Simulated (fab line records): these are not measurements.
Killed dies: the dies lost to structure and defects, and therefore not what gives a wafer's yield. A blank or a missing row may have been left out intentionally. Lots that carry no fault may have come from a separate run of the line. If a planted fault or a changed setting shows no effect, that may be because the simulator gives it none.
Which tool is to blame? -- flow sky130 -- 39 wafers from 13 lots sampled at 2 of the route's 708 steps

## WHAT THE GAUGES SHOWED, per wafer
SKY_VIA4_BOW_MEAS_03. Usual: VIA4_BOW gives 80 um (standard deviation 8.1).
lot,measured,on,VIA4_BOW (um),flag
L528,day 41 23:55,film metro-01,82 95 96,
L529,day 42 11:17,film metro-04,75 83 85,
L530,day 42 16:31,film metro-04,97 90 90,
L531,day 42 23:26,film metro-04,75 65 74,
L532,day 43 10:25,film metro-01,71 78 80,
L540,day 45 14:08,film metro-02,73 77 77,
L541,day 46 04:05,film metro-02,74 78 75,
L544,day 46 14:50,film metro-04,95 87 79,
L545,day 46 16:11,film metro-02,71 71 66,
L546,day 46 21:57,film metro-02,82 71 76,
L547,day 47 07:14,film metro-01,82 89 86,
L548,day 47 12:13,film metro-04,78 79 72,
L550,day 47 21:41,film metro-02,79 80 83,

## TOOL THAT RAN EACH LOT (tool first, then ch and the chambers of the sampled wafers, then the start)
lot,SKY_VIA1_STRIP_17
L528,"wet bench-03 ch 2, day 34 01:58"
L529,"wet bench-03 ch 2, day 34 11:01"
L530,"wet bench-03 ch 3, day 34 20:08"
L531,"wet bench-03 ch 0, day 35 03:20"
L532,"wet bench-03 ch 3, day 35 14:13"
L540,"wet bench-03 ch 0, day 38 03:47"
L541,"wet bench-02 ch 0, day 38 22:02"
L544,"wet bench-02 ch 3, day 39 06:52"
L545,"wet bench-02 ch 0, day 39 10:46"
L546,"wet bench-03 ch 1, day 39 19:53"
L547,"wet bench-02 ch 3, day 40 04:08"
L548,"wet bench-03 ch 0, day 40 08:31"
L550,"wet bench-02 ch 0, day 41 01:34"
- SKY_VIA1_STRIP_17: strips in post etch residue remover, time 1200 s.

## WHAT THE TOOLS THEMSELVES READ (means of the sampled wafers that have a number; where no wafer has one, the mark that the record gives instead)
The record holds no such reading with a usual standard deviation.

## THE ANSWER, worked out from the rows above alone
Rule: a lot is off if the mean of its wafers that have a number lies more than 3 standard deviations from the usual mean. A lot without any number at a reading at which 4 lots or more have one is off too. Where the step has rows for the other lots, those lots are counted as sound. Order of review: gauges by route order, followed by the tools' own readings, for which a lot's mean as printed above is used. The first step at which some lot is off is used, and at that step the reading that is off furthest; a lot without a number counts as furthest.
No lot is off at any reading shown: from this, nothing can be told.

## WHAT THE SIMULATOR HAD PUT IN
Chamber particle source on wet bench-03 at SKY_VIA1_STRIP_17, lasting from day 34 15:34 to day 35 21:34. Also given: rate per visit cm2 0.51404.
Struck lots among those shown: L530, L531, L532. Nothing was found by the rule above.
